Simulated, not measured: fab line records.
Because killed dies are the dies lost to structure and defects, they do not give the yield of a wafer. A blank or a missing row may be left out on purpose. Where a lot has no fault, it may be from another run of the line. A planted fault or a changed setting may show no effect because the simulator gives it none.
Chamber matching | flow sky130 | 4 sister chambers for SKY_CONTACT_CMP_27 on cmp-01
The step polishes, stops on SiO2, t overpolish 15 s, target thk 0 nm. 4 wafers are shown with their chamber, then 7 later ones without.

WAFERS, EACH WITH ITS CHAMBER
wafer  | chamber | motorCurrentA (A)
L654.2 | 0       | 12.4
L654.5 | 2       | 10.7
L655.2 | 1       | 11.1
L655.4 | 3       | 11.6

WAFERS MISSING THEIR CHAMBER
wafer  | motorCurrentA (A)
L655.6 | 11.6
L665.1 | 12.6
L665.4 | 11.8
L665.5 | 11.2
L666.2 | 11.0
L666.3 | 13.1
L666.4 | 10.8

WHICH CHAMBER EACH ONE RAN IN
wafer  | from the rows above          | in truth
L655.6 | can't be placed: 3 or 1      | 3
L665.1 | 0                            | 0
L665.4 | can't be placed: 3 or 0 or 1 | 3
L665.5 | can't be placed: 1 or 3 or 2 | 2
L666.2 | can't be placed: 1 or 2 or 3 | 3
L666.3 | 0                            | 0
L666.4 | can't be placed: 2 or 1      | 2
Placed correctly: 2 of 7. From these rows, 5 cannot be placed; in 5 the true chamber is one of the candidates. Wrongly placed: 0.
How it was worked out, from the rows above alone: a wafer's distance from a chamber is the root of the sum, over the readings, of the square of ((its reading less the chamber's mean) divided by the reading's scatter). If the next closest chamber is less than 2 further off than the closest, the wafer can't be placed; otherwise it belongs to the closest. For every chamber, the mean is computed from those of its wafers that are shown. The scatter: root of mean squared gap, hidden wafer to nearest shown wafer, with one shown wafer a chamber.
